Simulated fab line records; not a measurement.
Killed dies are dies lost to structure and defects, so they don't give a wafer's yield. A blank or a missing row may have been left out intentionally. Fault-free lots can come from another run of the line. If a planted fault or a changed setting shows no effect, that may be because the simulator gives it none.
2 desks looking at one fault | flow sky130 | every desk sees just its own numbers, and what lay behind them comes last

== AT THE TOOL OWNER'S DESK: implanter-04 ==
The tool's own readings at SKY_PWDE_IMPLANT_08, given as means over the sampled wafers that have a number, one for each lot that went through this tool. Any lot whose mean is over 4 standard deviations away from the usual mean is out of limits and marked OUT; that distance is given in the brackets.
Columns: A = beam-energy-keV at SKY_PWDE_IMPLANT_08, usual 150.00; B = faraday-current-uA at SKY_PWDE_IMPLANT_08, usual 20.2
lot  | first seen here | A                | B
L734 | day 3 19:23     | 149.99           | 20.5
L748 | day 7 00:46     | 147.32 (-65) OUT | 20.5
L749 | day 7 12:39     | 147.37 (-64) OUT | 20.3
This desk finds L748, L749 out of limits, L748 being first, at day 7 00:46 (beam-energy-keV at SKY_PWDE_IMPLANT_08). In limits: L734.

== THE METROLOGY DESK ==
Lot by lot, what the gauges showed, no matter which tool ran the lot: averages of those sampled wafers that carry a number. Any lot whose mean is over 4 standard deviations away from the usual mean is out of limits and marked OUT; that distance is given in the brackets.
Columns: A = DNWELL_TW at SKY_DNWELL_TW_MEAS_09, usual 1125; B = PWDE_OVL at SKY_PWDE_OVL_MEAS_07, usual 0.2 nm
lot  | first seen here | A    | B
L734 | day 3 03:09     | 1103 | 0.8
L745 | day 5 18:52     | 1138 | 0.6
L748 | day 6 05:39     | 1134 | -0.0
L749 | day 6 15:21     | 1111 | -0.3
L750 | day 7 11:23     | 1131 | 0.2
L755 | day 8 00:22     | 1112 | 0.6
This desk's verdict: no lot among the 6 shows anything out of limits.

== ALL TOGETHER ==
At day 7 00:46, on L748, L749, the tool owner's desk was in a position to raise an alarm.
Metrology desk: nothing out of limits seen.
The metrology desk holds a record of L748, L749, inside its limits.
On implanter-04, each named lot ran SKY_PWDE_IMPLANT_08.

== WHAT THE SIMULATOR PUT IN ==
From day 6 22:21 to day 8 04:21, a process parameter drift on implanter-04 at SKY_PWDE_IMPLANT_08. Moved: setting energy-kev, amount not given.
Shown lots that were struck: L748, L749.
Delay in hours, fault start to first out-of-limits reading, by desk: the tool owner's desk at 2.
